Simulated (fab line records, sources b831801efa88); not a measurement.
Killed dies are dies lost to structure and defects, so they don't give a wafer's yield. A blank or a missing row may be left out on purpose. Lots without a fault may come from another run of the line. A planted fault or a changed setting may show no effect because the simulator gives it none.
Problem report in the 8D (eight disciplines) form, filled by code | flow sky130 | the parts of the form that need people (team, actions taken, sign-off) are left out

1. THE PROBLEM
SD_P_TW at SKY_SD_P_TW_MEAS_11 reads a mean of 2614 on 3 wafers of 2 lots; wafers without a fault read 2815 with a standard deviation of 45. That is -4.5 standard deviations from the usual mean.
First seen on wafer L876.1, day 32 19:55, on film_metro-04. The record holds 31 wafers of 11 lots with a number at this step. Rule for "out", or "out of limits": more than 4 standard deviations from the usual mean. The other wafers with a number count as sound.

2. WHAT IT IS AND WHAT IT IS NOT
question                    | is                     | is not
which readings at this step | SD_P_TW                | -
which lots                  | L876, L877             | L857, L858, L862, L863, L865, L866, L873, L878, L879
which wafers of those lots  | L876.1, L877.1, L877.6 | L876.2
read on which gauges        | film_metro-04          | film_metro-01, film_metro-02
when                        | from day 32 19:55      | up to then (22 sound wafers); but 6 sound wafers of L878, L879 came after

3. SUSPECTS, AND WHAT RULES EACH OUT
Counting: a tool at a process step up to the reading stays a suspect if it ran every lot that is out. Sound lots after the first of them don't rule it out here, since some wafers of a struck lot are sound.
- the gauge at SKY_SD_P_TW_MEAS_11: ruled out. All the wafers that are out were read on film_metro-04, but those of them that SKY_SD_P_STRIP_10 has rows for are out there too, on other tools.
- implanter-04 at SKY_SD_P_IMPLANT_09: kept. It ran every lot that is out, first L876 (day 32 19:40); its last sound lot up to then is L866 (day 28 16:06).
- plasma_asher-03 at SKY_SD_P_STRIP_10 (strips in O2/N2): kept. It ran every lot that is out, first L876 (day 32 19:49); its last sound lot up to then is L873 (day 31 10:30). Its own readings are out on those wafers: oes_product_au, strip_time_to_endpoint_s.
Left after counting: implanter-04 at SKY_SD_P_IMPLANT_09, plasma_asher-03 at SKY_SD_P_STRIP_10.

4. THE CAUSE (what the simulator had put in)
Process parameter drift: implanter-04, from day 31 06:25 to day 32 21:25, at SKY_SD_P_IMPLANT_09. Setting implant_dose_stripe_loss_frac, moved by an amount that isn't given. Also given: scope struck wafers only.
Counting left 2 suspects, and this tool is among them.

5. THE CHAIN OF EFFECTS, in route order
Each row: a reading whose mean over the struck wafers that have a number lies more than 3 standard deviations from the usual. Only readings for which the record gives a usual standard deviation are gone through. hours: the time from each lot's start at the first step in this table that gives one to its start at this step, as a median over the lots. sigmas: the change in usual standard deviations.
hours | step                | reading                  | usual        | on struck wafers | change | sigmas
0     | SKY_SD_P_STRIP_10   | oes_product_au           | 0.617 a.u.   | 0.636            | +0.019 | +4.5
0     | SKY_SD_P_STRIP_10   | strip_time_to_endpoint_s | 17.52 s      | 17.00            | -0.52  | -9.9
0     | SKY_SD_P_TW_MEAS_11 | SD_P_TW                  | 2815         | 2614             | -201   | -4.5
54    | SKY_SD_N_RS_MEAS_17 | SD_P_RS                  | 147.1 ohm/sq | 151.5            | +4.4   | +12
The process steps in it:
- SKY_SD_P_STRIP_10: strips in O2/N2.

6. WHAT WOULD HAVE CAUGHT IT SOONER
In this record the first reading out of limits at a measuring or inspecting step was taken at day 32 19:55, 37 hours after the fault began at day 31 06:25.
Of the tool readings at SKY_SD_P_IMPLANT_09 for which the record gives a usual standard deviation, none was out on any struck wafer, so an alarm limit of 4 standard deviations on them would not have fired.
Of the lots that are out (2), L877 began SKY_SD_P_IMPLANT_09 on implanter-04 after day 32 19:55. A hold on the tool at that time would have spared it.
